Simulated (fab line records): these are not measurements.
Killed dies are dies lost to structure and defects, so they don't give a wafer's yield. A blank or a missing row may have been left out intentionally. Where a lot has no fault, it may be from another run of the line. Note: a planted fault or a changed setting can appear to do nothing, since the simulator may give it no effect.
fab line records	flow sky130
record lots=5	wafers=14	last-day=49
route steps=708 shown CAPM@548 METAL3@555 PAD_OPEN@708
lots that met no fault: from a run of the same line without faults
start-h: the number of hours between the record's first day and the start of the first shown wafer of the lot	wait-h: time in hours since the lot's previous step	" same as the row above	L1.1+2: one row covering several wafers at once	- value missing, or start not given	* or withheld: withheld	< > ~ a bound
route shown NAME@n: names a module that has steps shown in the file, with the first one's number in the route	usual: average and standard deviation across the fault-free wafers	same: alike in all rows	chamber/n: place in a boat	sites: each site's reading	_std_site: standard deviation of those values	_edge_site: inner sites' mean taken away from outer sites' mean	radius-mm: how far each site lies from the wafer's centre	mask NAME#n: copy n	behind: the tool/chamber that last shaped the wafer	hold: the reason the lot was held/the length of the hold in hours/how it ended	device: transistor that didn't switch, given as n, p or np	end of line: tests run on the same wafers once the route is complete	for a step that has no rows: nothing shown but its recipe	killed: not the wafer's yield, but the dies lost to structure and defects at the first sort	map: the dies of a wafer, with x for killed, . for not killed, _ for no die there
set.NAME: the setting as run; set.NAME@STEP: as run at that earlier step	model.NAME: the simulator's own value behind a step, which no gauge read
certain route steps with their lots: each step a table, each wafer a row
services: the hour from which a tool's chamber was out of use, counted from the record's first day as start-h (under 0 if before that day), plus the number of hours and why
## steps
# step SKY_CAPM_DEVELOP_11
# recipe resist=NOVOLAK	developer=TMAH	develop-time-s=60	dev-temp-c=23
# step SKY_CAPM_OVL_MEAS_12
# usual CAPM_OVL=0.2/1.3
lot.wafer	tool	chamber	start-h	wait-h	CAPM_OVL[nm]
L104.2	overlay-02	-	926.35	0.1	1.7
L104.3	"	-	"	"	1.5
L104.6	"	-	"	"	0.7
L107.2	overlay-02	-	955.25	0.1	-0.8
L107.3	"	-	"	"	-0.5
L107.4	"	-	"	"	1.0
L109.2	overlay-01	-	970.00	0.1	1.4
L109.4	"	-	"	"	1.2
L109.6	"	-	"	"	1.9
L110.1	overlay-01	-	971.24	0.1	-0.4
L110.2	"	-	"	"	0.4
L110.4	"	-	"	"	0.1
L115.1	overlay-01	-	1002.60	0.1	-0.4
L115.3	"	-	"	"	0.7
# step SKY_CAPM_METAL_ETCH_13
# recipe target-depth-nm=220	stop-on=SiO2	chemistry=Cl2/BCl3	target=TiN	pressure-mtorr=10	icp-w=900	bias-w=48.5	Cl2_flow_sccm=60	bcl3-flow-sccm=30	time-s=62.9
# usual drypump-motor-current-A=6.0/0.52	oes-product-au=0.940/0.0079	rf-fwd-power-W=894/3.7	throttle-valve-pct=21.903/0.01
lot.wafer	tool	chamber	start-h	wait-h	drypump-motor-current-A	oes-product-au	rf-fwd-power-W	rf-hours-counter-h	throttle-valve-pct
L104.2	rie-metal-03	1	926.38	0.0	6.5	0.943	895	18	21.902
L104.3	"	0	"	"	5.6	0.946	891	-	21.897
L104.6	"	1	"	"	6.5	0.947	893	-	21.888
L107.2	rie-metal-03	1	955.28	0.0	6.5	0.946	896	0	21.919
L107.3	"	1	"	"	6.5	0.953	894	-	21.894
L107.4	"	0	"	"	5.6	0.952	894	-	21.895
L109.2	rie-metal-01	1	970.03	0.0	6.6	0.939	886	11	21.890
L109.4	"	0	"	"	5.6	0.954	900	-	21.921
L109.6	"	0	"	"	5.6	0.944	898	-	21.899
L110.1	rie-metal-03	1	971.28	0.0	6.5	0.946	896	1	21.907
L110.2	"	0	"	"	5.6	0.952	892	12	21.879
L110.4	"	1	"	"	6.5	0.941	895	-	21.899
L115.1	rie-metal-04	0	1002.63	0.0	5.1	0.939	890	11	21.894
L115.3	"	0	"	"	5.1	0.941	891	-	21.893
# step SKY_CAPM_STRIP_14
# recipe chemistry=O2/N2	power-w=1400	pressure-mtorr=1500	platen-temp-c=withheld	o2-flow-sccm=3000	n2-flow-sccm=300	overash-fraction=0.5
# usual drypump-motor-current-A=5.8/0.48	oes-product-au=0.711/0.0044	strip-time-to-endpoint-s=12.63/0.045
lot.wafer	tool	chamber	start-h	wait-h	drypump-motor-current-A	oes-product-au	rf-hours-counter-h	strip-time-to-endpoint-s
L104.2	plasma-asher-02	0	926.46	0.1	6.3	0.714	18	12.66
L104.3	"	1	"	"	6.5	0.707	-	12.63
L104.6	"	1	"	"	6.5	0.715	-	12.73
L107.2	plasma-asher-04	0	955.36	0.1	5.1	0.716	107	12.61
L107.3	"	0	"	"	5.1	0.713	-	12.56
L107.4	"	1	"	"	5.7	0.705	-	12.58
L109.2	plasma-asher-02	0	970.11	0.1	6.2	0.711	23	12.64
L109.4	"	0	"	"	6.3	0.717	-	12.62
L109.6	"	1	"	"	6.5	0.714	-	12.60
L110.1	plasma-asher-02	0	971.36	0.1	6.2	0.715	23	12.66
L110.2	"	1	"	"	6.4	0.715	23	12.62
L110.4	"	0	"	"	6.2	0.711	-	12.67
L115.1	plasma-asher-01	1	1002.71	0.1	5.4	0.721	91	12.64
L115.3	"	1	"	"	5.4	0.715	-	12.57
# step SKY_CAPM_STRIP_15
# recipe chemistry=post-etch-residue-remover	time-s=1200	temp-c=72.5
# step SKY_CAPM_CLEAN_16
# recipe chemistry=IPA	time-s=180	temp-c=25
# step SKY_CAPM_CLEAN_17
# recipe chemistry=O3/DIW	dry=n2-spin
# step SKY_METAL3_DEHYDRATE_05
# recipe temp-c=200	time-s=60
# step SKY_METAL3_HMDS_06
# recipe prime-time-s=60	prime-temp-c=120
# step SKY_METAL3_COAT_07
# recipe resist=BARC	temp-c=withheld	time-s=withheld	spin-rpm=3000	resist-thk-nm=60
# step SKY_METAL3_COAT_08
# recipe resist=KrF-thick	spin-rpm=3000	resist-thk-nm=1140
# step SKY_METAL3_SOFTBAKE_09
# recipe temp-c=100	time-s=90	resist=KrF-thick
# step SKY_METAL3_EXPOSE_10
# recipe mask-id=MM3	na=0.68	source-shape=annular	sigma-inner=0.4	sigma-outer=0.8	target-cd-nm=300	dose-mj=28
# usual stage-vel-mm-s=500.02/0.26
lot.wafer	tool	chamber	start-h	wait-h	mask	stage-vel-mm-s
L104.2	krf-scanner-02	0	939.30	-	MM3#0	499.41
L104.3	"	0	"	"	MM3#0	500.01
L104.6	"	0	"	"	MM3#0	499.87
L107.2	krf-scanner-02	0	968.40	-	MM3#0	500.24
L107.3	"	0	"	"	MM3#0	500.23
L107.4	"	0	"	"	MM3#0	500.35
L109.2	krf-scanner-02	0	983.06	-	MM3#0	499.77
L109.4	"	0	"	"	MM3#0	499.83
L109.6	"	0	"	"	MM3#0	500.17
L110.1	krf-scanner-01	0	984.58	-	MM3#0	499.90
L110.2	"	0	"	"	MM3#0	500.14
L110.4	"	0	"	"	MM3#0	500.42
L115.1	krf-scanner-01	0	1014.81	-	MM3#0	500.22
L115.3	"	0	"	"	MM3#0	500.06
# step SKY_METAL3_PEB_11
# recipe peb-temp-c=withheld	peb-time-s=withheld	resist=KrF-thick
# step SKY_METAL3_DEVELOP_12
# recipe develop-time-s=60	resist=KrF-thick	dev-temp-c=21
# step SKY_METAL3_CD_MEAS_13
# recipe target-cd-nm=300
# usual cd-nm=300.1/1.4
lot.wafer	tool	chamber	start-h	wait-h	cd-nm
L104.2	cd-sem-02	-	951.51	-	300.1
L104.3	"	-	"	"	300.7
L104.6	"	-	"	"	301.0
L107.2	cd-sem-02	-	980.06	-	300.1
L107.3	"	-	"	"	300.5
L107.4	"	-	"	"	299.9
L109.2	cd-sem-02	-	994.61	-	300.0
L109.4	"	-	"	"	298.3
L109.6	"	-	"	"	300.8
L110.1	cd-sem-01	-	995.94	-	299.1
L110.2	"	-	"	"	300.0
L110.4	"	-	"	"	300.2
L115.1	cd-sem-02	-	1025.74	-	256.7
L115.3	"	-	"	"	299.2
# step SKY_METAL3_OVL_MEAS_14
# usual METAL3_OVL=0/5.7
lot.wafer	tool	chamber	start-h	wait-h	METAL3_OVL[nm]
L104.2	overlay-02	-	951.62	0.1	3
L104.3	"	-	"	"	4
L104.6	"	-	"	"	4
L107.2	overlay-02	-	980.17	0.1	5
L107.3	"	-	"	"	4
L107.4	"	-	"	"	5
L109.2	overlay-02	-	994.72	0.1	-1
L109.4	"	-	"	"	6
L109.6	"	-	"	"	0
L110.1	overlay-02	-	996.06	0.1	1
L110.2	"	-	"	"	-6
L110.4	"	-	"	"	-7
L115.1	overlay-02	-	1025.86	0.1	3
L115.3	"	-	"	"	-1
# step SKY_METAL3_DESCUM_15
# recipe chemistry=O2	source-power-w=150	bias-power-w=0	pressure-mtorr=10	temp-c=40	time-s=8
# usual drypump-motor-current-A=5.9/0.48	oes-product-au=1.008/0.0083	rf-fwd-power-W=147.4/0.72
lot.wafer	tool	chamber	start-h	wait-h	drypump-motor-current-A	oes-product-au	rf-fwd-power-W	rf-hours-counter-h	model.METAL3.cd-nm
L104.2	rie-metal-03	1	951.65	0.0	6.5	0.993	148.0	0	301
L104.3	"	1	"	"	6.5	0.995	147.8	-	301.6
L104.6	"	0	"	"	5.6	1.006	147.8	-	300.6
L107.2	rie-metal-03	0	980.20	0.0	5.6	1.014	147.1	12	299.6
L107.3	"	1	"	"	6.5	1.005	147.2	-	301.1
L107.4	"	0	"	"	5.6	1.013	147.4	-	299.7
L109.2	rie-metal-03	1	994.75	0.0	6.5	1.008	147.8	2	300.1
L109.4	"	0	"	"	5.6	1.010	147.4	-	298
L109.6	"	0	"	"	5.6	1.014	147.8	-	300.6
L110.1	rie-metal-03	0	996.10	0.0	5.6	1.020	147.9	13	298.5
L110.2	"	1	"	"	6.5	0.995	147.9	2	300.4
L110.4	"	0	"	"	5.6	1.013	147.1	-	300.3
L115.1	rie-metal-03	0	1025.90	0.0	5.6	1.012	146.7	14	256.1
L115.3	"	0	"	"	5.6	1.010	147.4	-	299.2
# step SKY_METAL3_ETCH_16
# recipe chemistry=N2/H2	target=BARC	ion-energy-ev=200	bias-w=100	pressure-mtorr=30	n2-flow-sccm=100	h2-flow-sccm=200	icp-w=500	stop-on=SiO2	time-s=88.2	target-depth-a=600
# usual drypump-motor-current-A=5.9/0.48	oes-product-au=0.626/0.0047	rf-fwd-power-W=497.4/1.7	throttle-valve-pct=13.205/0.0083
lot.wafer	tool	chamber	start-h	wait-h	drypump-motor-current-A	oes-product-au	rf-fwd-power-W	rf-hours-counter-h	throttle-valve-pct
L104.2	rie-metal-03	1	951.68	0.0	6.5	0.623	498.6	0	13.205
L104.3	"	1	"	"	6.5	0.620	501.2	-	13.221
L104.6	"	0	"	"	5.7	0.621	495.9	-	13.198
L107.2	rie-metal-03	0	980.23	0.0	5.6	0.626	496.6	12	13.214
L107.3	"	1	"	"	6.5	0.624	499.4	-	13.221
L107.4	"	0	"	"	5.6	0.626	495.8	-	13.198
L109.2	rie-metal-03	1	994.78	0.0	6.5	0.630	497.6	2	13.208
L109.4	"	0	"	"	5.6	0.628	494.0	-	13.218
L109.6	"	0	"	"	5.7	0.622	496.6	-	13.201
L110.1	rie-metal-03	0	996.13	0.0	5.7	0.623	498.0	13	13.210
L110.2	"	1	"	"	6.5	0.631	496.9	2	13.213
L110.4	"	0	"	"	5.6	0.629	499.5	-	13.222
L115.1	rie-metal-03	0	1025.93	0.0	5.6	0.625	498.2	14	13.203
L115.3	"	0	"	"	5.6	0.622	499.0	-	13.201
# step SKY_METAL3_ETCH_17
# recipe target=SiO2	stop-on=TiN	chemistry=C4F8/O2/Ar	source-w=1500	bias-w=1200	pressure-mtorr=40	c4f8-flow-sccm=withheld	O2_flow_sccm=6	Ar_flow_sccm=300	time-s=3.9	target-depth-a=150
# usual oes-product-au=0.753/0.0063	rf-fwd-power-W=1469/7.8
lot.wafer	tool	chamber	start-h	wait-h	oes-product-au	rf-fwd-power-W	rf-hours-counter-h
L104.2	rie-diel-03	1	951.78	0.1	0.758	1476	21
L104.3	"	3	"	"	0.757	1473	3
L104.6	"	0	"	"	0.760	1462	-
L107.2	rie-diel-03	3	980.33	0.1	0.745	1461	4
L107.3	"	0	"	"	0.747	1465	15
L107.4	"	1	"	"	0.765	1485	22
L109.2	rie-diel-02	1	994.88	0.1	0.758	1469	9
L109.4	"	0	"	"	0.751	1477	25
L109.6	"	3	"	"	0.750	1475	-
L110.1	rie-diel-03	1	996.23	0.1	0.758	1472	23
L110.2	"	2	"	"	0.745	1464	16
L110.4	"	0	"	"	0.753	1462	16
L115.1	rie-diel-04	2	1026.03	0.1	0.745	1463	3
L115.3	"	3	"	"	0.750	1471	6
# step SKY_METAL3_METAL_ETCH_18
# recipe target-depth-a=8450	stop-on=SiO2	over-etch-frac=0.3	time-s=183.1	chemistry=Cl2/BCl3	resist-sidewall-deg=88	pressure-mtorr=10	icp-w=900	bias-w=48.5	Cl2_flow_sccm=60	bcl3-flow-sccm=30
# usual drypump-motor-current-A=5.9/0.48	oes-product-au=0.867/0.0057	rf-fwd-power-W=896.9/2.7	throttle-valve-pct=22.264/0.0086
lot.wafer	tool	chamber	start-h	wait-h	drypump-motor-current-A	oes-product-au	rf-fwd-power-W	rf-hours-counter-h	throttle-valve-pct	model.METAL3.cd-nm
L104.2	rie-metal-02	1	951.80	0.0	5.8	0.864	896.7	19	22.253	305.5
L104.3	"	0	"	"	5.3	0.875	900.8	-	22.255	318.4
L104.6	"	0	"	"	5.3	0.867	898.3	-	22.258	318.7
L107.2	rie-metal-01	1	980.35	0.0	6.6	0.863	895.8	12	22.258	294.9
L107.3	"	1	"	"	6.7	0.862	893.6	-	22.275	297.7
L107.4	"	0	"	"	5.6	0.866	897.0	-	22.271	299
L109.2	rie-metal-01	0	994.90	0.0	5.6	0.865	899.3	9	22.264	302.4
L109.4	"	1	"	"	6.6	0.869	897.3	-	22.258	290.9
L109.6	"	1	"	"	6.6	0.855	893.0	-	22.262	293.5
L110.1	rie-metal-01	1	996.25	0.0	6.7	0.871	900.3	13	22.259	290.4
L110.2	"	0	"	"	5.6	0.864	900.9	9	22.266	300.2
L110.4	"	0	"	"	5.6	0.866	902.7	-	22.268	300
L115.1	rie-metal-02	0	1026.05	0.0	5.3	0.863	897.8	5	22.269	268.6
L115.3	"	0	"	"	5.3	0.872	893.9	-	22.257	305.9
# step SKY_METAL3_STRIP_19
# recipe chemistry=O2/N2	power-w=1400	pressure-mtorr=1500	platen-temp-c=withheld	o2-flow-sccm=3000	n2-flow-sccm=300	overash-fraction=0.5
# usual drypump-motor-current-A=5.9/0.49	oes-product-au=0.499/0.0054	strip-time-to-endpoint-s=6.45/0.075
lot.wafer	tool	chamber	start-h	wait-h	drypump-motor-current-A	oes-product-au	rf-hours-counter-h	strip-time-to-endpoint-s
L104.2	plasma-asher-04	0	951.98	0.1	5.1	0.508	106	6.44
L104.3	"	1	"	"	5.7	0.496	-	6.52
L104.6	"	0	"	"	5.1	0.489	-	6.44
L107.2	plasma-asher-03	0	980.53	0.1	5.3	0.498	55	6.49
L107.3	"	0	"	"	5.3	0.504	-	6.50
L107.4	"	1	"	"	5.7	0.501	-	6.46
L109.2	plasma-asher-02	1	995.08	0.1	6.4	0.499	25	6.52
L109.4	"	0	"	"	6.3	0.508	-	6.58
L109.6	"	0	"	"	6.3	0.504	-	6.61
L110.1	plasma-asher-02	1	996.43	0.1	6.4	0.516	25	6.55
L110.2	"	0	"	"	6.3	0.498	25	6.46
L110.4	"	0	"	"	6.3	0.499	-	6.50
L115.1	plasma-asher-02	0	1026.40	0.3	6.3	0.491	27	6.34
L115.3	"	1	"	"	6.4	0.494	-	6.37
# step SKY_PAD_OPEN_PROBE_99
lot.wafer	tool	chamber	start-h	wait-h	model.etest.met3.width-nm	model.etest.met3.line-ohm-um
L104.2	prober-01	-	1118.82	0.1	304.6	0.1397
L104.3	prober-01	-	1118.87	0.2	317.7	0.1322
L104.6	prober-01	-	1119.02	0.2	317	0.1329
L107.2	prober-02	-	1139.90	0.1	294.3	0.1486
L107.3	prober-02	-	1139.95	0.2	294.7	0.1466
L107.4	prober-02	-	1140.00	0.2	298	0.1453
L109.2	prober-02	-	1153.21	0.1	302.4	0.1431
L109.4	prober-02	-	1153.31	0.2	291.3	0.1462
L109.6	prober-02	-	1153.41	0.2	294.9	0.1486
L110.1	prober-02	-	1155.97	0.1	291.5	0.1477
L110.2	prober-02	-	1156.02	0.1	296.3	0.1466
L110.4	prober-02	-	1156.12	0.2	294.8	0.1438
L115.1	prober-02	-	1177.57	0.1	268.7	0.1617
L115.3	prober-02	-	1177.67	0.2	306.6	0.1378
# killed by level:class
L104.2 VIA1:geometric-particle:open=19 METAL2:geometric-particle:short=7 CONTACT:geometric-particle:short=6 METAL1:geometric-particle:short=5 VIA2:geometric-particle:open=5 VIA3:geometric-particle:open=4 VIA1:geometric-particle:short=3 POLY_GATE:geometric-particle:short=3
L104.3 CONTACT:geometric-particle:open=9 VIA2:geometric-particle:open=8 LI_CONTACT:geometric-particle:open=6 VIA1:geometric-particle:open=6 METAL2:geometric-particle:short=6 METAL1:geometric-particle:short=5 METAL3:geometric-particle:short=4 POLY_GATE:geometric-particle:short=3
L104.6 CONTACT:geometric-particle:open=12 VIA1:geometric-particle:short=9 VIA1:geometric-particle:open=9 METAL2:geometric-particle:short=7 METAL1:geometric-particle:short=6 VIA2:geometric-particle:open=6 VIA3:geometric-particle:open=6 CONTACT:geometric-particle:short=5
L107.2 VIA1:geometric-particle:open=8 CONTACT:geometric-particle:open=7 FIELD_ISO:geometric-particle:open=6 VIA3:geometric-particle:open=6 FIELD_ISO:geometric-particle:short=5 POLY_GATE:geometric-particle:short=5 METAL1:geometric-particle:short=5 LI_CONTACT:geometric-particle:open=4
L107.3 LI_CONTACT:geometric-particle:open=11 CONTACT:geometric-particle:open=10 METAL1:geometric-particle:short=9 VIA1:geometric-particle:open=9 POLY_GATE:geometric-particle:open=4 VIA3:geometric-particle:open=4 VIA1:geometric-particle:short=4 VIA2:geometric-particle:open=4
L107.4 CONTACT:geometric-particle:open=14 METAL1:geometric-particle:short=7 VIA2:geometric-particle:open=6 VIA1:geometric-particle:open=5 VIA3:geometric-particle:open=4 FIELD_ISO:geometric-particle:open=3 POLY_GATE:geometric-particle:short=3 LOCAL_INTERCONNECT:geometric-particle:short=3
L109.2 POLY_GATE:geometric-particle:open=9 VIA3:geometric-particle:open=9 CONTACT:geometric-particle:open=9 VIA2:geometric-particle:open=8 VIA1:geometric-particle:open=8 LOCAL_INTERCONNECT:geometric-particle:short=6 VIA2:geometric-particle:short=5 METAL2:geometric-particle:short=4
L109.4 CONTACT:geometric-particle:open=14 VIA3:geometric-particle:open=9 VIA1:geometric-particle:short=7 POLY_GATE:geometric-particle:short=5 POLY_GATE:geometric-particle:open=5 METAL1:geometric-particle:short=5 LI_CONTACT:geometric-particle:short=5 FIELD_ISO:geometric-particle:open=4
L109.6 VIA1:geometric-particle:open=8 LI_CONTACT:geometric-particle:open=8 CONTACT:geometric-particle:open=7 METAL1:geometric-particle:short=7 METAL2:geometric-particle:short=6 POLY_GATE:geometric-particle:open=5 LOCAL_INTERCONNECT:geometric-particle:short=5 VIA2:geometric-particle:open=5
L110.1 VIA1:geometric-particle:open=14 VIA3:geometric-particle:open=8 VIA1:geometric-particle:short=6 VIA2:geometric-particle:open=6 FIELD_ISO:geometric-particle:short=5 CONTACT:geometric-particle:open=5 VIA3:geometric-particle:short=4 LI_CONTACT:geometric-particle:open=4
L110.2 VIA1:geometric-particle:open=12 LI_CONTACT:geometric-particle:open=11 VIA2:geometric-particle:open=6 FIELD_ISO:geometric-particle:open=5 CONTACT:geometric-particle:open=5 METAL2:geometric-particle:short=5 VIA3:geometric-particle:open=5 VIA1:geometric-particle:short=4
L110.4 VIA1:geometric-particle:open=11 FIELD_ISO:geometric-particle:short=7 VIA3:geometric-particle:open=7 VIA1:geometric-particle:short=6 METAL4:geometric-particle:short=5 METAL2:geometric-particle:short=5 VIA3:geometric-particle:short=5 POLY_GATE:geometric-particle:short=4
## services
tool	chamber	start-h	hours	kind
rie-metal-02	0	919.67	-	clean
rie-metal-02	0	919.67	19.6	scheduled-down
rie-metal-02	0	919.67	19.6	vent-cycle
rie-diel-04	0	925.82	8.5	repair
rie-metal-03	1	926.57	-	clean
rie-metal-03	1	926.57	20.3	scheduled-down
rie-metal-03	1	926.57	20.3	vent-cycle
rie-diel-02	1	929.42	10.0	repair
rie-metal-01	-	931.16	4.3	pm
rie-metal-04	-	945.63	1.4	pm
plasma-asher-03	-	950.35	3.7	repair
plasma-asher-01	-	973.34	0.6	repair
krf-scanner-01	-	979.56	0.8	pm
krf-scanner-01	-	980.56	1.0	pm
rie-diel-02	0	981.71	9.3	repair
krf-scanner-01	-	994.05	0.2	repair
plasma-asher-02	-	1001.97	5.1	repair
krf-scanner-02	-	1004.18	1.0	pm
rie-metal-04	-	1006.62	2.8	pm
rie-diel-04	1	1007.97	4.5	repair
rie-metal-02	1	1020.23	7.6	repair
## key
first-sign step=SKY_METAL3_CD_MEAS_13	reading=cd-nm	direction=down	sigmas=31	usual=300.1	struck=256.7
effect none on later readings
model-effect step=SKY_METAL3_DESCUM_15	value=METAL3.cd-nm	without=299.7	struck=256.1
model-effect step=SKY_METAL3_METAL_ETCH_18	value=METAL3.cd-nm	without=312.2	struck=268.6
model-effect step=SKY_PAD_OPEN_PROBE_99	value=etest.met3.width-nm	without=312.3	struck=268.7
met-at SKY_METAL3_EXPOSE_10
struck-wafers L115.1
sort-left-out L115.1
onset-between 984.58 1014.81
fault kind=process-parameter-drift	tool=krf-scanner-01	chamber=-	onset-h=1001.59	steps=SKY_METAL3_EXPOSE_10	channel=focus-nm	offset=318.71	shape=step	end-h=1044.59	scope=struck-wafers-only
# sort-left-out: the simulated sort isn't trusted on such a fault, so these wafers' sort isn't shown, and their yield isn't known
